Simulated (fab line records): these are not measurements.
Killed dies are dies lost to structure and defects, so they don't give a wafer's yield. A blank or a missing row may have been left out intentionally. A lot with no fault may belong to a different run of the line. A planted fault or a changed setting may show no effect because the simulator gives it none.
2 desks, one fault -- flow sky130 -- only its own numbers are on each desk; what lay behind them is given at the end

TOOL OWNER'S DESK, rieDiel-04
The tool's own readings at SKY_METAL3_ETCH_17 (etches SiO2 in C4F8/O2/Ar, stops on TiN, time 3.9 s, target depth 15 nm): means of the sampled wafers that have a number, for each lot that ran on this tool. If a lot's mean is further than 4 standard deviations from the usual mean, the lot is out of limits and carries the mark OUT (the distance appears in the brackets).
Columns: A = biasW at SKY_METAL3_ETCH_17, usual 1200 W; B = chamberPressureMTorr at SKY_METAL3_ETCH_17, usual 40.000 mTorr; C = oesProductAu at SKY_METAL3_ETCH_17, usual 0.754 a.u.
lot,first seen here,A,B,C
L453,day 39 05:22,1201,40.001,0.755
L451,day 39 07:28,1199,39.990,0.742
L455,day 40 07:22,1200,40.007,0.753
L461,day 42 10:08,1202,40.020,0.743
L469,day 43 21:07,1198,39.991,0.755
L474,day 44 23:04,1195,39.990,0.758
This desk found nothing out of limits on any of the 6 lots.

THE METROLOGY DESK
Means of the sampled wafers that have a number, per lot and without regard to the tool the lot ran on: this is what the gauges read. If a lot's mean is further than 4 standard deviations from the usual mean, the lot is out of limits and carries the mark OUT (the distance appears in the brackets).
Columns: A = cdNm at SKY_SD_N_CD_MEAS_07, usual 379.8 nm; B = LI_CONTACT_W_THK at SKY_LI_CONTACT_THK_MEAS_23, usual 413 nm
lot,first seen here,A,B
L452,day 28 09:32,378.4,410
L453,day 28 11:00,380.7,416
L451,day 28 12:22,382.6,414
L454,day 29 15:13,375.1,415
L455,day 29 15:26,378.3,407
L459,day 31 21:26,380.2,423
L461,day 32 03:14,381.5,415
L465,day 33 00:02,376.2,409
L464,day 33 03:18,382.7,417
L469,day 34 01:23,375.6,407
L471,day 34 14:05,381.2,407
L474,day 35 05:56,380.7,407
This desk found nothing out of limits on any of the 12 lots.

PUT TOGETHER
The desk of the tool owner found nothing out of limits.
The metrology desk saw nothing out of limits.

WHAT THE SIMULATOR HAD INSERTED
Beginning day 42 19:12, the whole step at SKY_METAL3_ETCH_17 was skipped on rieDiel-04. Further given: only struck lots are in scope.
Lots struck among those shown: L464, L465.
